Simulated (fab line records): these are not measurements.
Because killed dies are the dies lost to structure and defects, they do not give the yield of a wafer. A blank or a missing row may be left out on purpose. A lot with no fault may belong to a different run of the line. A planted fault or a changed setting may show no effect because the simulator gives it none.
Struck lot and sound lot, side by side ; flow sky130 ; 16 steps out of a route of 708
Sound: these wafers, L413.2, L413.5, L413.6. Struck: wafer L432.5 (left out: L432.1, L432.4 of the same lot, which were not struck); the cause appears at the end.
Each step with rows lists, per side, the tool, then ch with its chambers, then its first start. Under that, the readings that differ: sound wafers ; struck wafers ; difference of the means ; sigmas: that difference in standard deviations of wafers without a fault.
alike: readings with means less than 2 such deviations apart, plus words and numbers identical on both sides. not compared: withheld readings, readings lacking a value on some wafer, bounds such as >300 that could conceal the same value, and numbers that have no deviation in the record and whose values overlap.
Wherever a step has rows on one side only, a row that says differs or no value, or a row with sigmas, the two part there. When numbers do not overlap yet have no deviation, they are printed without sigmas and do not part them. A reading missing from all wafers of one side parts the sides only when that side holds two or more wafers.

SKY_SD_N_OVL_MEAS_08:
  struck on overlay-01, day 35 16:42; sound on overlay-01, day 29 00:58
reading;sound;struck;difference;sigmas
SD_N_OVL (nm);-0.2 -0.6 0.2;-3.2;-3.0;-2
then, 2 steps without rows for these wafers: SKY_SD_N_IMPLANT_09; SKY_SD_N_IMPLANT_10.
SKY_SD_N_STRIP_11: strips in O2/N2.
  sound on plasmaAsher-03 ch 0,1, day 29 01:18; struck on plasmaAsher-03 ch 1, day 35 17:02
  alike: drypumpMotorCurrentA, oesProductAu, stripTimeToEndpointS
  not compared: rfHoursCounterH
SKY_SD_N_TW_MEAS_12:
  struck on filmMetro-02, day 35 17:08; sound on filmMetro-02, day 29 01:25
  alike: SD_N_TW
then, 1 step without rows for these wafers: SKY_SD_N_CLEAN_13 (cleans in SC1/SC2, time 150 s).
SKY_SD_N_RTA_14: time 2 s.
  sound on rtpAnneal-02 ch 0, day 29 01:31; struck on rtpAnneal-02 ch 0, day 35 17:15
  alike: lampPowerPct, wafer_temp_C_max
SKY_SD_N_RS_MEAS_16: measurement is done with a four-point probe.
  struck on filmMetro-03, day 35 17:25; sound on filmMetro-04, day 29 01:42
  alike: SD_N_RS
SKY_SD_N_RS_MEAS_17: measurement is done with a four-point probe.
  struck on filmMetro-03, day 35 17:32; sound on filmMetro-04, day 29 01:49
  alike: SD_P_RS
SKY_SD_N_RS_MEAS_18: measurement is done with a four-point probe.
  struck on filmMetro-03, day 35 17:40; sound on filmMetro-04, day 29 01:56
  alike: RES_XHIGH_RS
then, 1 step without rows for these wafers: SKY_SALICIDE_CLEAN_00 (cleans in HF-last, time 30 s).
SKY_LI_CONTACT_HDPCVD_00: deposits PSG, target thk 930 nm, time 155 s.
  sound on hdpcvd-02 ch 0,1,2, day 29 02:04; struck on hdpcvd-02 ch 0, day 35 17:48
reading;sound;struck;difference;sigmas
runLengthS (s);183.1 183.3 183.3;272.5;+89.3;+99 or more
model.PSG_of_LI_CONTACT_HDPCVD_00.thkNm (nm);933.1 924.5 944.8;1468;+534;
  alike: susceptorTempC
SKY_LI_CONTACT_THK_MEAS_01:
  struck on filmMetro-02, day 35 17:54; sound on filmMetro-03, day 29 02:10
reading;sound;struck;difference;sigmas
LI_CONTACT_HDPCVD_THK (nm);933 924 945;1467;+533;+48
SKY_LI_CONTACT_CMP_02: polishes PSG.
  sound on cmp-02 ch 1,2,3, day 29 02:22; struck on cmp-01 ch 0, day 35 18:01
reading;sound;struck;difference;sigmas
timeToEndpointS (s);34 35 36;85;+50;+16
  alike: motorCurrentA
SKY_LI_CONTACT_BOW_MEAS_03:
  struck on filmMetro-04, day 35 18:16; sound on filmMetro-04, day 29 02:32
  alike: LI_CONTACT_BOW
SKY_PAD_OPEN_PROBE_99:
  rows exist in the record for the sound wafers here (prober-02, day 46 23:34), none for the struck ones

WHERE THEY PART
Last at SKY_PAD_OPEN_PROBE_99 as far as this record goes, first at SKY_SD_N_OVL_MEAS_08.

WHY: the cause the simulator had injected
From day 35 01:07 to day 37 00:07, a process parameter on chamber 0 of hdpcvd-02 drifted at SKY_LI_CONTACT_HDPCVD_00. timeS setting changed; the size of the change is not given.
